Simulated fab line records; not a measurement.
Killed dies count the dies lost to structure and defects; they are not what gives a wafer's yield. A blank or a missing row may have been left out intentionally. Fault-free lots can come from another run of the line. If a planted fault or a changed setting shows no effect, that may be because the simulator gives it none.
fab line records | flow sky130
record lots=15 wafers=45 last-day=50
route steps=708 shown VIA3@585 CAP2M@617
lots with no fault: from the same line, run without faults
start-h: start of the lot's first displayed wafer, in hours after the record's first day | wait-h: hours from the lot's prior step to this one | " identical to the entry in the row above | L1.1+2: a single row standing in for several wafers | - no value present, or no start provided | * or withheld: withheld | < > ~ a bound
route shown NAME@n: NAME is a module with steps in the file, n the number in the route of the first one | usual: average and standard deviation across the fault-free wafers | same: alike in all rows | chamber/n: place in a boat | sites: readings site by site | _std_site: the values' standard deviation | _edge_site: mean of outer sites minus mean of inner sites | radius-mm: how far each site lies from the wafer's centre | mask NAME#n: copy n | behind: the tool/chamber that last shaped the wafer | hold: the reason the lot was held/the length of the hold in hours/how it ended | device: the transistor (n, p or np) that didn't switch | end of line: the route-end tests of the same wafers | for a step that has no rows: nothing shown but its recipe | killed: dies lost to structure and defects at the first sort, not the wafer's yield | map: shows each die of a wafer: x if killed, . if not, _ if none is there
set.NAME: the setting as run; set.NAME@STEP: as run at that earlier step | model.NAME: the simulator's own value behind a step, which no gauge read
one table for each step of the route and one row for each wafer, over a sample of lots
services: the hour from which a tool's chamber was out of use, counted from the record's first day as start-h (under 0 if before that day), plus the number of hours and why
## steps
# step SKY_VIA3_CD_MEAS_12
# recipe target-cd-nm=200
# usual cd-nm=200.3/1.5
# columns lot.wafer tool chamber start-h wait-h cd-nm
L279.1 cd-sem-01 - 933.94 - 199.9
L279.4 " - " " 201.7
L279.6 " - " " 200.6
L281.3 cd-sem-01 - 947.26 - 199.7
L281.4 " - " " 199.6
L281.6 " - " " 200.5
L283.2 cd-sem-01 - 957.54 - 200.9
L283.3 " - " " 200.3
L283.6 " - " " 198.7
L287.2 cd-sem-02 - 990.04 - 203.4
L287.4 " - " " 202.2
L287.6 " - " " 203.2
L290.1 cd-sem-02 - 1002.17 - 200.9
L290.2 " - " " 201.0
L290.6 " - " " 202.1
L291.2 cd-sem-02 - 1015.49 - 203.9
L291.4 " - " " 201.7
L291.6 " - " " 203.2
L292.2 cd-sem-02 - 1016.61 - 198.8
L292.5 " - " " 199.8
L292.6 " - " " 199.3
L294.4 cd-sem-01 - 1035.43 - 197.3
L294.5 " - " " 198.9
L294.6 " - " " 199.1
L295.3 cd-sem-02 - 1041.31 - 201.7
L295.5 " - " " 202.2
L295.6 " - " " 202.4
L297.1 cd-sem-02 - 1044.57 - 200.8
L297.2 " - " " 201.4
L297.6 " - " " 200.1
L298.1 cd-sem-02 - 1059.67 - 198.2
L298.2 " - " " 197.4
L298.6 " - " " 198.0
L299.1 cd-sem-02 - 1064.17 - 200.0
L299.2 " - " " 198.9
L299.5 " - " " 200.0
L300.1 cd-sem-02 - 1067.34 - 201.5
L300.2 " - " " 200.2
L300.5 " - " " 201.7
L301.3 cd-sem-01 - 1072.88 - 198.8
L301.4 " - " " 199.3
L301.6 " - " " 199.9
L302.1 cd-sem-02 - 1078.02 - 199.1
L302.3 " - " " 200.2
L302.5 " - " " 198.3
# step SKY_VIA3_OVL_MEAS_13
# usual VIA3_OVL=-1/5.2
# columns lot.wafer tool chamber start-h wait-h VIA3_OVL[nm]
L279.1 overlay-02 - 934.06 0.1 -4
L279.4 " - " " -15
L279.6 " - " " -4
L281.3 overlay-02 - 947.36 0.1 -7
L281.4 " - " " -5
L281.6 " - " " -4
L283.2 overlay-01 - 957.65 0.1 3
L283.3 " - " " -2
L283.6 " - " " 8
L287.2 overlay-02 - 990.15 0.1 -10
L287.4 " - " " -9
L287.6 " - " " -7
L290.1 overlay-02 - 1002.29 0.1 2
L290.2 " - " " -2
L290.6 " - " " 0
L291.2 overlay-01 - 1015.60 0.1 -6
L291.4 " - " " 1
L291.6 " - " " -5
L292.2 overlay-01 - 1016.72 0.1 -5
L292.5 " - " " -1
L292.6 " - " " -3
L294.4 overlay-01 - 1035.51 0.1 -4
L294.5 " - " " -12
L294.6 " - " " -4
L295.3 overlay-01 - 1041.41 0.1 0
L295.5 " - " " -1
L295.6 " - " " -1
L297.1 overlay-01 - 1044.69 0.1 9
L297.2 " - " " 3
L297.6 " - " " 2
L298.1 overlay-02 - 1059.79 0.1 3
L298.2 " - " " -2
L298.6 " - " " 0
L299.1 overlay-02 - 1064.29 0.1 3
L299.2 " - " " 1
L299.5 " - " " 0
L300.1 overlay-02 - 1067.46 0.1 -3
L300.2 " - " " -9
L300.5 " - " " 4
L301.3 overlay-01 - 1072.97 0.1 1
L301.4 " - " " -5
L301.6 " - " " 2
L302.1 overlay-02 - 1078.14 0.1 -1
L302.3 " - " " -5
L302.5 " - " " 6
# step SKY_VIA3_CMP_24
# recipe stop-on=SiO2 t-overpolish-s=20 down-force-psi=3.5 platen-rpm=60 target-thk-nm=0 pad-velocity-m-s=0.94248
# usual edge-zone-pressure-frac=1.000/0.0053 head-pressure-psi=3.499/0.0083 motor-current-A=10.2/0.65 overpolish-run-s=20.000/0.009 retaining-ring-pressure-frac=0.999/0.0051 time-to-endpoint-s=94/4
# columns lot.wafer tool chamber start-h wait-h edge-zone-pressure-frac head-pressure-psi motor-current-A overpolish-run-s retaining-ring-pressure-frac time-to-endpoint-s
L279.1 cmp-02 1 935.29 0.1 0.991 3.509 10.9 20.003 1.004 86
L279.4 " 3 " " 0.990 3.493 9.4 20.007 0.998 95
L279.6 " 0 " " 0.993 3.500 10.2 20.003 1.001 97
L281.3 cmp-02 1 948.49 0.1 1.005 3.518 10.7 20.008 1.008 90
L281.4 " 2 " " 1.000 3.497 9.6 19.994 0.994 99
L281.6 " 1 " " 1.001 3.495 10.5 19.994 1.000 93
L283.2 cmp-01 1 958.84 0.1 1.004 3.497 11.8 19.985 1.006 89
L283.3 " 2 " " 0.998 3.492 10.2 20.005 0.998 96
L283.6 " 0 " " 0.993 3.509 10.2 19.999 0.996 91
L287.2 cmp-02 3 991.30 0.1 1.003 3.486 9.5 19.988 0.999 91
L287.4 " 0 " " 1.004 3.493 9.9 19.998 0.999 96
L287.6 " 3 " " 0.997 3.491 9.1 20.008 1.004 93
L290.1 cmp-02 3 1003.44 0.1 - - - - - -
L290.2 " 1 " " - - - - - -
L290.6 " 2 " " - - - - - -
L291.2 cmp-01 3 1016.69 0.0 - - - - - -
L291.4 " 2 " " - - - - - -
L291.6 " 3 " " - - - - - -
L292.2 cmp-01 0 1017.86 0.1 - - - - - -
L292.6 " 3 " " - - - - - -
L292.5 " 0 " " - - - - - -
L294.4 cmp-02 3 1036.97 0.4 1.008 3.489 9.4 19.994 1.000 95
L294.6 " 1 " " 1.012 3.504 10.8 19.982 1.011 92
L294.5 " 2 " " 0.994 3.490 10.1 20.004 0.999 94
L295.3 cmp-02 1 1042.66 0.2 1.001 3.515 10.0 20.010 0.994 92
L295.5 " 1 " " 0.998 3.520 10.4 20.005 0.991 91
L295.6 " 2 " " 0.999 3.507 10.1 19.993 0.993 100
L297.1 cmp-02 3 1045.90 0.1 0.996 3.498 9.2 20.005 0.988 94
L297.2 " 0 " " 0.995 3.504 9.9 19.999 0.997 98
L297.6 " 2 " " 0.997 3.514 9.3 19.996 0.992 96
L298.1 cmp-02 1 1060.89 0.1 1.006 3.497 10.4 19.999 1.000 89
L298.2 " 2 " " 0.998 3.522 9.3 20.002 1.006 100
L298.6 " 2 " " 1.001 3.493 8.9 20.010 0.998 95
L299.1 cmp-01 1 1065.39 0.1 0.995 3.521 11.6 19.995 0.992 89
L299.2 " 0 " " 1.000 3.506 10.1 20.007 1.002 90
L299.5 " 1 " " 0.989 3.506 11.3 19.994 0.994 90
L300.2 cmp-02 3 1068.60 0.1 1.006 3.501 9.2 20.010 0.992 96
L300.1 " 1 " " 0.998 3.496 10.7 20.014 0.999 87
L300.5 " 2 " " 0.998 3.499 9.2 19.988 0.996 96
L301.3 cmp-02 1 1074.09 0.0 1.002 3.506 10.4 19.998 0.999 92
L301.4 " 2 " " 0.994 3.503 10.4 20.003 0.996 97
L301.6 " 2 " " 1.006 3.497 9.3 19.994 0.994 94
L302.1 cmp-02 1 1079.28 0.1 1.004 3.494 10.8 20.003 1.000 90
L302.3 " 0 " " 1.005 3.508 10.1 20.006 0.996 99
L302.5 " 1 " " 1.001 3.484 10.5 20.018 1.003 91
# step SKY_CAP2M_STRIP_14
# recipe chemistry=O2/N2 power-w=1400 pressure-mtorr=1500 platen-temp-c=withheld o2-flow-sccm=3000 n2-flow-sccm=300 overash-fraction=0.5
# usual drypump-motor-current-A=5.68/0.23 oes-product-au=0.710/0.0047 strip-time-to-endpoint-s=12.64/0.047
# columns lot.wafer tool chamber start-h wait-h drypump-motor-current-A oes-product-au rf-hours-counter-h strip-time-to-endpoint-s
L279.1 plasma-asher-01 1 960.19 0.1 6.02 0.702 54 12.62
L279.4 " 1 " " 6.02 0.710 - 12.64
L279.6 " 0 " " 5.41 0.706 - 12.63
L281.3 plasma-asher-02 0 973.55 0.1 5.75 0.708 - 12.58
L281.4 " 1 " " 5.34 0.714 - 12.61
L281.6 " 1 " " 5.37 0.703 - 12.59
L283.2 plasma-asher-04 1 982.95 0.1 5.86 0.704 84 12.64
L283.3 " 0 " " 5.67 0.705 - 12.63
L283.6 " 0 " " 5.69 0.713 - 12.66
L287.2 plasma-asher-01 1 1014.84 0.1 6.00 0.709 59 12.69
L287.4 " 0 " " 5.43 0.717 - 12.77
L287.6 " 1 " " 6.01 0.717 - 12.70
L294.4 plasma-asher-04 1 1058.94 0.1 5.87 0.712 - 12.59
L294.5 " 0 " " 5.71 0.704 - 12.62
L294.6 " 1 " " 5.87 0.719 - 12.72
L295.3 plasma-asher-04 0 1064.54 0.1 5.66 0.707 - 12.63
L295.5 " 1 " " 5.84 0.706 - 12.66
L295.6 " 0 " " 5.65 0.713 - 12.64
L297.1 plasma-asher-01 1 1068.40 0.1 5.99 0.708 64 12.56
L297.2 " 0 " " 5.44 0.706 64 12.67
L297.6 " 0 " " 5.44 0.711 - 12.67
L298.1 plasma-asher-01 0 1082.09 0.1 5.44 0.708 66 12.64
L298.2 " 1 " " 5.98 0.710 66 12.73
L298.6 " 0 " " 5.42 0.710 - 12.61
L299.1 plasma-asher-04 1 1087.39 0.1 5.86 0.720 94 12.66
L299.2 " 0 " " 5.67 0.710 94 12.50
L299.5 " 0 " " 5.68 0.712 - 12.62
L300.1 plasma-asher-01 1 1090.54 0.1 6.00 0.704 66 12.65
L300.2 " 0 " " 5.41 0.701 66 12.58
L300.5 " 0 " " 5.40 0.714 - 12.65
L301.3 plasma-asher-01 0 1095.89 0.1 5.44 0.706 - 12.65
L301.4 " 1 " " 5.99 0.711 - 12.64
L301.6 " 1 " " 5.99 0.705 - 12.64
L302.1 plasma-asher-02 1 1099.85 0.1 5.35 0.714 36 12.62
L302.3 " 1 " " 5.36 0.709 - 12.62
L302.5 " 0 " " 5.77 0.708 - 12.68
## services
# columns tool chamber start-h hours kind
cmp-01 - 912.00 4.0 pm
cmp-01 - 916.00 - consumable-replace:conditioner
cmp-01 - 916.00 - consumable-replace:pad
cmp-02 - 1004.17 2.8 repair
plasma-asher-01 - 1006.28 4.5 repair
plasma-asher-04 - 1010.13 7.4 repair
cmp-01 - 1033.35 2.7 repair
cmp-01 - 1035.60 2.1 repair
cmp-02 - 1038.21 4.4 pm
plasma-asher-04 - 1047.07 5.6 repair
plasma-asher-02 - 1053.40 0.8 repair
cmp-02 - 1062.61 0.8 repair
cmp-02 - 1080.33 3.2 repair
cmp-02 - 1084.00 4.0 pm
cmp-02 - 1088.00 - consumable-replace:conditioner
cmp-02 - 1088.00 - consumable-replace:pad
## key
first-sign step=SKY_VIA3_CMP_24 reading=tool-record direction=missing
effect none on later readings
met-at SKY_VIA3_CMP_24
struck-lots L290,L291,L292
later-rows-left-out L290.1,L290.2,L290.6,L291.2,L291.4,L291.6,L292.2,L292.5,L292.6
sort-left-out L290.1,L290.2,L290.6,L291.2,L291.4,L291.6,L292.2,L292.5,L292.6
not-acting-at SKY_VIA3_CD_MEAS_12,SKY_VIA3_OVL_MEAS_13,SKY_CAP2M_STRIP_14
onset-between 991.30 1003.44
fault kind=skipped-step-whole tool=cmp-01,cmp-02 chamber=- onset-h=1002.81 steps=SKY_VIA3_CMP_24 scope=struck-lots-only
# sort-left-out: the simulated sort isn't trusted on such a fault, so these wafers' sort isn't shown, and their yield isn't known
# later-rows-left-out: the simulator's readings of these wafers behind a module that went badly wrong aren't trusted and aren't shown, but for the sort
